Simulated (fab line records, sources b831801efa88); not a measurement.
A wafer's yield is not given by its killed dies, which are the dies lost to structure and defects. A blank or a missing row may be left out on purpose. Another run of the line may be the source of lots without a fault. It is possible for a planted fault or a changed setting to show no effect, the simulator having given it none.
Which tool did it? :: flow sky130 :: 15 lots, 45 wafers sampled, at 5 steps of a route of 708

WHAT THE GAUGES SHOWED, per wafer
The record lacks any reading of a measuring or inspecting step that a usual standard deviation could be used to judge.

TOOL THAT RAN EACH LOT (tool first, then ch and the chambers of the sampled wafers, then the start)
lot: L851
SKY_METAL4_DESCUM_15: rie_metal-04 ch 0,1, day 41 07:47
SKY_VIA4_CMP_02: cmp-02 ch 0,1,2, day 41 09:02
SKY_VIA4_ETCH_12: rie_diel-04 ch 0,2,3, day 42 08:58
SKY_VIA4_STRIP_13: plasma_asher-02 ch 0,1, day 42 09:02
SKY_VIA4_CMP_21: cmp-01 ch 1,2,3, day 42 10:02

lot: L853
SKY_METAL4_DESCUM_15: rie_metal-03 ch 0,1, day 42 08:14
SKY_VIA4_CMP_02: cmp-02 ch 1,2,3, day 42 09:23
SKY_VIA4_ETCH_12: rie_diel-02 ch 1,2,3, day 43 09:10
SKY_VIA4_STRIP_13: plasma_asher-02 ch 0,1, day 43 09:14
SKY_VIA4_CMP_21: cmp-01 ch 0,2,3, day 43 10:24

lot: L855
SKY_METAL4_DESCUM_15: rie_metal-03 ch 0,1, day 42 18:17
SKY_VIA4_CMP_02: cmp-01 ch 0,1,3, day 42 19:57
SKY_VIA4_ETCH_12: rie_diel-02 ch 0,2,3, day 43 19:07
SKY_VIA4_STRIP_13: plasma_asher-03 ch 0,1, day 43 19:11
SKY_VIA4_CMP_21: cmp-02 ch 1,2, day 43 20:10

lot: L856
SKY_METAL4_DESCUM_15: rie_metal-03 ch 0,1, day 43 08:05
SKY_VIA4_CMP_02: cmp-02 ch 1,2,3, day 43 09:20
SKY_VIA4_ETCH_12: rie_diel-03 ch 0,1,3, day 44 07:58
SKY_VIA4_STRIP_13: plasma_asher-01 ch 0,1, day 44 08:02
SKY_VIA4_CMP_21: cmp-02 ch 0,1, day 44 09:01

lot: L858
SKY_METAL4_DESCUM_15: rie_metal-04 ch 0,1, day 43 22:53
SKY_VIA4_CMP_02: cmp-02 ch 0,1, day 44 00:02
SKY_VIA4_ETCH_12: rie_diel-04 ch 1,2,3, day 44 22:07
SKY_VIA4_STRIP_13: plasma_asher-03 ch 0,1, day 44 22:11
SKY_VIA4_CMP_21: cmp-01 ch 1,2,3, day 44 23:11

lot: L860
SKY_METAL4_DESCUM_15: rie_metal-01 ch 0,1, day 44 23:17
SKY_VIA4_CMP_02: cmp-01 ch 1,2,3, day 45 00:32
SKY_VIA4_ETCH_12: rie_diel-02 ch 1,2,3, day 45 21:10
SKY_VIA4_STRIP_13: plasma_asher-02 ch 0,1, day 45 21:14
SKY_VIA4_CMP_21: cmp-02 ch 0,1,2, day 45 22:19

lot: L862
SKY_METAL4_DESCUM_15: rie_metal-01 ch 0,1, day 45 03:53
SKY_VIA4_CMP_02: cmp-02 ch 0,1,2, day 45 05:29
SKY_VIA4_ETCH_12: rie_diel-02 ch 0,1,3, day 46 02:58
SKY_VIA4_STRIP_13: plasma_asher-03 ch 0,1, day 46 03:02
SKY_VIA4_CMP_21: cmp-02 ch 1,2,3, day 46 08:22

lot: L864
SKY_METAL4_DESCUM_15: rie_metal-03 ch 0,1, day 45 09:39
SKY_VIA4_CMP_02: cmp-02 ch 0,1, day 45 10:55
SKY_VIA4_ETCH_12: rie_diel-04 ch 2,3, day 46 07:49
SKY_VIA4_STRIP_13: plasma_asher-02 ch 0,1, day 46 07:56
SKY_VIA4_CMP_21: cmp-02 ch 0,1,3, day 46 10:52

lot: L863
SKY_METAL4_DESCUM_15: rie_metal-04 ch 0,1, day 45 12:35
SKY_VIA4_CMP_02: cmp-02 ch 0,2,3, day 45 13:49
SKY_VIA4_ETCH_12: rie_diel-03 ch 0,3, day 46 09:58
SKY_VIA4_STRIP_13: plasma_asher-03 ch 0,1, day 46 10:02
SKY_VIA4_CMP_21: cmp-02 ch 0,1,3, day 46 11:43

lot: L867
SKY_METAL4_DESCUM_15: rie_metal-04 ch 0,1, day 46 07:23
SKY_VIA4_CMP_02: cmp-01 ch 0,1,2, day 46 10:31
SKY_VIA4_ETCH_12: rie_diel-03 ch 1,2,3, day 47 06:40
SKY_VIA4_STRIP_13: plasma_asher-03 ch 0,1, day 47 06:45
SKY_VIA4_CMP_21: cmp-02 ch 0,2, day 47 07:53

lot: L868
SKY_METAL4_DESCUM_15: rie_metal-03 ch 0,1, day 46 14:31
SKY_VIA4_CMP_02: cmp-01 ch 0,2,3, day 46 16:07
SKY_VIA4_ETCH_12: rie_diel-03 ch 0,1, day 47 12:01
SKY_VIA4_STRIP_13: plasma_asher-03 ch 0,1, day 47 12:07
SKY_VIA4_CMP_21: cmp-02 ch 0,3, day 47 13:05

lot: L869
SKY_METAL4_DESCUM_15: rie_metal-04 ch 0,1, day 46 18:05
SKY_VIA4_CMP_02: cmp-01 ch 0,1,2, day 46 19:17
SKY_VIA4_ETCH_12: rie_diel-03 ch 0,1, day 47 15:01
SKY_VIA4_STRIP_13: plasma_asher-03 ch 0,1, day 47 15:05
SKY_VIA4_CMP_21: cmp-02 ch 1,2, day 47 16:16

lot: L870
SKY_METAL4_DESCUM_15: rie_metal-03 ch 0,1, day 46 19:05
SKY_VIA4_CMP_02: cmp-02 ch 0,2, day 46 20:16
SKY_VIA4_ETCH_12: rie_diel-02 ch 1,2, day 47 15:40
SKY_VIA4_STRIP_13: plasma_asher-02 ch 0,1, day 47 15:44
SKY_VIA4_CMP_21: cmp-02 ch 0,1,2, day 47 17:00

lot: L871
SKY_METAL4_DESCUM_15: rie_metal-04 ch 0,1, day 47 01:14
SKY_VIA4_CMP_02: cmp-02 ch 0,1,3, day 47 02:28
SKY_VIA4_ETCH_12: rie_diel-02 ch 0,1,2, day 47 22:16
SKY_VIA4_STRIP_13: plasma_asher-03 ch 0,1, day 47 22:21
SKY_VIA4_CMP_21: cmp-02 ch 0,1,3, day 47 23:22

lot: L874
SKY_METAL4_DESCUM_15: rie_metal-03 ch 1, day 48 00:08
SKY_VIA4_CMP_02: cmp-01 ch 0,1,2, day 48 01:27
SKY_VIA4_ETCH_12: rie_diel-03 ch 0,2, day 48 20:04
SKY_VIA4_STRIP_13: plasma_asher-02 ch 0,1, day 48 20:09
SKY_VIA4_CMP_21: cmp-02 ch 0,1, day 48 21:11
- SKY_METAL4_DESCUM_15: chemistry O2, time 8 s.
- SKY_VIA4_CMP_02: polishes SiO2.
- SKY_VIA4_ETCH_12: etches SiO2 in C4F8/O2/Ar, stops on TiN, target depth 580 nm.
- SKY_VIA4_STRIP_13: strips in O2/N2.
- SKY_VIA4_CMP_21: polishes, stops on SiO2, t overpolish 25 s, target thk 0 nm.

WHAT THE TOOLS THEMSELVES READ (means of the sampled wafers that have a number; where no wafer has one, the mark that the record gives instead)
SKY_METAL4_DESCUM_15. Usual: drypump_motor_current_A 5.8 A, standard deviation 0.38; oes_product_au 1.005 a.u., standard deviation 0.012.
lot: L851
tool: rie_metal-04
drypump_motor_current_A (A): 6.1
oes_product_au (a.u.): 1.015
flag: 

lot: L853
tool: rie_metal-03
drypump_motor_current_A (A): 5.5
oes_product_au (a.u.): 1.007
flag: 

lot: L855
tool: rie_metal-03
drypump_motor_current_A (A): 5.5
oes_product_au (a.u.): 0.999
flag: 

lot: L856
tool: rie_metal-03
drypump_motor_current_A (A): 5.6
oes_product_au (a.u.): 1.003
flag: 

lot: L858
tool: rie_metal-04
drypump_motor_current_A (A): 6.1
oes_product_au (a.u.): 1.016
flag: 

lot: L860
tool: rie_metal-01
drypump_motor_current_A (A): 5.9
oes_product_au (a.u.): 0.985
flag: 

lot: L862
tool: rie_metal-01
drypump_motor_current_A (A): 5.9
oes_product_au (a.u.): 0.991
flag: 

lot: L864
tool: rie_metal-03
drypump_motor_current_A (A): 5.6
oes_product_au (a.u.): 0.999
flag: 

lot: L863
tool: rie_metal-04
drypump_motor_current_A (A): 6.1
oes_product_au (a.u.): 1.018
flag: 

lot: L867
tool: rie_metal-04
drypump_motor_current_A (A): 6.0
oes_product_au (a.u.): 1.007
flag: 

lot: L868
tool: rie_metal-03
drypump_motor_current_A (A): 5.5
oes_product_au (a.u.): 1.000
flag: 

lot: L869
tool: rie_metal-04
drypump_motor_current_A (A): 6.1
oes_product_au (a.u.): 1.012
flag: 

lot: L870
tool: rie_metal-03
drypump_motor_current_A (A): 5.5
oes_product_au (a.u.): 1.008
flag: 

lot: L871
tool: rie_metal-04
drypump_motor_current_A (A): 6.0
oes_product_au (a.u.): 1.012
flag: 

lot: L874
tool: rie_metal-03
drypump_motor_current_A (A): 5.6
oes_product_au (a.u.): 0.995
flag: 

SKY_VIA4_CMP_02. Usual: 12.8 A for motor_current_A, sd 1.2.
lot: L851
tool: cmp-02
motor_current_A (A): 11.8
flag: 

lot: L853
tool: cmp-02
motor_current_A (A): 12.5
flag: 

lot: L855
tool: cmp-01
motor_current_A (A): 12.3
flag: 

lot: L856
tool: cmp-02
motor_current_A (A): 13.0
flag: 

lot: L858
tool: cmp-02
motor_current_A (A): 11.9
flag: 

lot: L860
tool: cmp-01
motor_current_A (A): 13.2
flag: 

lot: L862
tool: cmp-02
motor_current_A (A): 12.0
flag: 

lot: L864
tool: cmp-02
motor_current_A (A): 12.1
flag: 

lot: L863
tool: cmp-02
motor_current_A (A): 13.4
flag: 

lot: L867
tool: cmp-01
motor_current_A (A): 12.7
flag: 

lot: L868
tool: cmp-01
motor_current_A (A): 13.4
flag: 

lot: L869
tool: cmp-01
motor_current_A (A): 12.8
flag: 

lot: L870
tool: cmp-02
motor_current_A (A): 12.6
flag: 

lot: L871
tool: cmp-02
motor_current_A (A): 12.6
flag: 

lot: L874
tool: cmp-01
motor_current_A (A): 12.6
flag: 

SKY_VIA4_ETCH_12. Usual: bias_w 1200 W, standard deviation 3.6; chamber_pressure_mTorr 40.00 mTorr, standard deviation 0.032; oes_product_au 0.925 a.u., standard deviation 0.0046.
lot: L851
tool: rie_diel-04
bias_w (W): 1198
chamber_pressure_mTorr (mTorr): 40.00
oes_product_au (a.u.): 0.928
flag: 

lot: L853
tool: rie_diel-02
bias_w (W): 1199
chamber_pressure_mTorr (mTorr): 40.03
oes_product_au (a.u.): 0.932
flag: 

lot: L855
tool: rie_diel-02
bias_w (W): 1199
chamber_pressure_mTorr (mTorr): 39.99
oes_product_au (a.u.): 0.921
flag: 

lot: L856
tool: rie_diel-03
bias_w (W): 1201
chamber_pressure_mTorr (mTorr): 39.98
oes_product_au (a.u.): 0.920
flag: 

lot: L858
tool: rie_diel-04
bias_w (W): 1204
chamber_pressure_mTorr (mTorr): 39.99
oes_product_au (a.u.): 0.925
flag: 

lot: L860
tool: rie_diel-02
bias_w (W): 1198
chamber_pressure_mTorr (mTorr): 39.99
oes_product_au (a.u.): 0.924
flag: 

lot: L862
tool: rie_diel-02
bias_w (W): 1202
chamber_pressure_mTorr (mTorr): 40.01
oes_product_au (a.u.): 0.927
flag: 

lot: L864
tool: rie_diel-04
bias_w (W): 1203
chamber_pressure_mTorr (mTorr): 39.99
oes_product_au (a.u.): 0.924
flag: 

lot: L863
tool: rie_diel-03
bias_w (W): 1202
chamber_pressure_mTorr (mTorr): 40.01
oes_product_au (a.u.): 0.925
flag: 

lot: L867
tool: rie_diel-03
bias_w (W): -
chamber_pressure_mTorr (mTorr): -
oes_product_au (a.u.): -
flag: OFF

lot: L868
tool: rie_diel-03
bias_w (W): -
chamber_pressure_mTorr (mTorr): -
oes_product_au (a.u.): -
flag: OFF

lot: L869
tool: rie_diel-03
bias_w (W): -
chamber_pressure_mTorr (mTorr): -
oes_product_au (a.u.): -
flag: OFF

lot: L870
tool: rie_diel-02
bias_w (W): 1200
chamber_pressure_mTorr (mTorr): 40.01
oes_product_au (a.u.): 0.928
flag: 

lot: L871
tool: rie_diel-02
bias_w (W): 1198
chamber_pressure_mTorr (mTorr): 40.02
oes_product_au (a.u.): 0.925
flag: 

lot: L874
tool: rie_diel-03
bias_w (W): 1200
chamber_pressure_mTorr (mTorr): 39.97
oes_product_au (a.u.): 0.926
flag: 

SKY_VIA4_STRIP_13. Usual: drypump_motor_current_A 5.8 A, standard deviation 0.37; oes_product_au 0.710 a.u., standard deviation 0.0048; strip_time_to_endpoint_s 12.809 s, standard deviation 0.029.
lot: L851
tool: plasma_asher-02
drypump_motor_current_A (A): 6.2
oes_product_au (a.u.): 0.708
strip_time_to_endpoint_s (s): 12.800
flag: 

lot: L853
tool: plasma_asher-02
drypump_motor_current_A (A): 6.0
oes_product_au (a.u.): 0.711
strip_time_to_endpoint_s (s): 12.830
flag: 

lot: L855
tool: plasma_asher-03
drypump_motor_current_A (A): 5.5
oes_product_au (a.u.): 0.711
strip_time_to_endpoint_s (s): 12.829
flag: 

lot: L856
tool: plasma_asher-01
drypump_motor_current_A (A): 5.4
oes_product_au (a.u.): 0.715
strip_time_to_endpoint_s (s): 12.793
flag: 

lot: L858
tool: plasma_asher-03
drypump_motor_current_A (A): 5.5
oes_product_au (a.u.): 0.713
strip_time_to_endpoint_s (s): 12.803
flag: 

lot: L860
tool: plasma_asher-02
drypump_motor_current_A (A): 6.2
oes_product_au (a.u.): 0.709
strip_time_to_endpoint_s (s): 12.848
flag: 

lot: L862
tool: plasma_asher-03
drypump_motor_current_A (A): 5.7
oes_product_au (a.u.): 0.704
strip_time_to_endpoint_s (s): 12.795
flag: 

lot: L864
tool: plasma_asher-02
drypump_motor_current_A (A): 6.1
oes_product_au (a.u.): 0.710
strip_time_to_endpoint_s (s): 12.829
flag: 

lot: L863
tool: plasma_asher-03
drypump_motor_current_A (A): 5.5
oes_product_au (a.u.): 0.708
strip_time_to_endpoint_s (s): 12.799
flag: 

lot: L867
tool: plasma_asher-03
drypump_motor_current_A (A): 5.6
oes_product_au (a.u.): 0.717
strip_time_to_endpoint_s (s): 14.182
flag: OFF

lot: L868
tool: plasma_asher-03
drypump_motor_current_A (A): 5.5
oes_product_au (a.u.): 0.715
strip_time_to_endpoint_s (s): 14.216
flag: OFF

lot: L869
tool: plasma_asher-03
drypump_motor_current_A (A): 5.5
oes_product_au (a.u.): 0.714
strip_time_to_endpoint_s (s): 14.202
flag: OFF

lot: L870
tool: plasma_asher-02
drypump_motor_current_A (A): 6.0
oes_product_au (a.u.): 0.710
strip_time_to_endpoint_s (s): 12.808
flag: 

lot: L871
tool: plasma_asher-03
drypump_motor_current_A (A): 5.6
oes_product_au (a.u.): 0.709
strip_time_to_endpoint_s (s): 12.805
flag: 

lot: L874
tool: plasma_asher-02
drypump_motor_current_A (A): 6.0
oes_product_au (a.u.): 0.707
strip_time_to_endpoint_s (s): 12.803
flag: 

SKY_VIA4_CMP_21. Usual: 11.6 A for motor_current_A, sd 1.1.
lot: L851
tool: cmp-01
motor_current_A (A): 12.2
flag: 

lot: L853
tool: cmp-01
motor_current_A (A): 12.1
flag: 

lot: L855
tool: cmp-02
motor_current_A (A): 10.8
flag: 

lot: L856
tool: cmp-02
motor_current_A (A): 10.9
flag: 

lot: L858
tool: cmp-01
motor_current_A (A): 12.1
flag: 

lot: L860
tool: cmp-02
motor_current_A (A): 11.0
flag: 

lot: L862
tool: cmp-02
motor_current_A (A): 11.4
flag: 

lot: L864
tool: cmp-02
motor_current_A (A): 11.6
flag: 

lot: L863
tool: cmp-02
motor_current_A (A): 11.6
flag: 

lot: L867
tool: cmp-02
motor_current_A (A): 11.2
flag: 

lot: L868
tool: cmp-02
motor_current_A (A): 12.2
flag: 

lot: L869
tool: cmp-02
motor_current_A (A): 11.0
flag: 

lot: L870
tool: cmp-02
motor_current_A (A): 11.0
flag: 

lot: L871
tool: cmp-02
motor_current_A (A): 11.9
flag: 

lot: L874
tool: cmp-02
motor_current_A (A): 11.4
flag: 

THE ANSWER, worked out from the rows above alone
Rule: a lot is off if the mean of its wafers that have a number lies more than 3 standard deviations from the usual mean. Also off: a lot with no number at a reading for which 4 or more lots have one. All remaining lots with rows at the step are treated as sound. The gauges are gone through in route order, then the tools' own readings, and for those a lot's mean is taken as printed above. The first step at which some lot is off is used, and at that step the reading that is off furthest; a lot without a number counts as furthest.
Off, at SKY_VIA4_ETCH_12 on bias_w: L867, L868, L869. Without a number there: L867, L868, L869.
If a tool, at that step or one of the process steps before it, ran each lot that is off and ran no sound lot following the first of them, it fits. None of those tried fits.

WHAT THE SIMULATOR PUT IN
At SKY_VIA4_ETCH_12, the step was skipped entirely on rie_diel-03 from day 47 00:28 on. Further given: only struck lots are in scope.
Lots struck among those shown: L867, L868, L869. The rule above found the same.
